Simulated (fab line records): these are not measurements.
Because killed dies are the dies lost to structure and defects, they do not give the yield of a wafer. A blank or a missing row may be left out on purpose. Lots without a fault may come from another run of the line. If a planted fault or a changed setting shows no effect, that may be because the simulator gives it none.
Matching of chambers / flow sky130 / SKY_CAPM_CVD_00 on pecvd-04 has 3 sister chambers
The step deposits SiO2, target thk 15.5 nm. 6 wafers are shown with their chamber, then 7 later ones without.

== EACH WAFER AND ITS CHAMBER ==
wafer=L855.4; chamber=1; heater-power-w (W)=756
wafer=L855.5; chamber=0; heater-power-w (W)=906
wafer=L857.1; chamber=0; heater-power-w (W)=903
wafer=L857.3; chamber=1; heater-power-w (W)=776
wafer=L865.3; chamber=2; heater-power-w (W)=701
wafer=L865.4; chamber=2; heater-power-w (W)=692

== WAFERS MISSING THEIR CHAMBER ==
wafer=L865.5; heater-power-w (W)=867
wafer=L866.1; heater-power-w (W)=778
wafer=L866.2; heater-power-w (W)=908
wafer=L866.6; heater-power-w (W)=675
wafer=L870.2; heater-power-w (W)=814
wafer=L870.3; heater-power-w (W)=875
wafer=L870.4; heater-power-w (W)=894

== THE CHAMBER EACH PASSED THROUGH ==
wafer=L865.5; from the rows above=0; in truth=0
wafer=L866.1; from the rows above=1; in truth=1
wafer=L866.2; from the rows above=0; in truth=0
wafer=L866.6; from the rows above=2; in truth=2
wafer=L870.2; from the rows above=1; in truth=1
wafer=L870.3; from the rows above=0; in truth=0
wafer=L870.4; from the rows above=0; in truth=0
7 of 7 placed correctly. Can't be placed from these rows: 0. 0 placed wrongly.
How it was worked out, from the rows above alone: a wafer's distance from a chamber is the root of the sum, over the readings, of the square of ((its reading less the chamber's mean) divided by the reading's scatter). The wafer belongs to the nearest chamber; if the next one is less than 2 further off, it can't be placed. A chamber's mean is the mean of its shown wafers. The scatter: take each reading less its chamber's mean, square it, sum over the shown wafers, divide by the number of wafers less the number of chambers, and take the root.
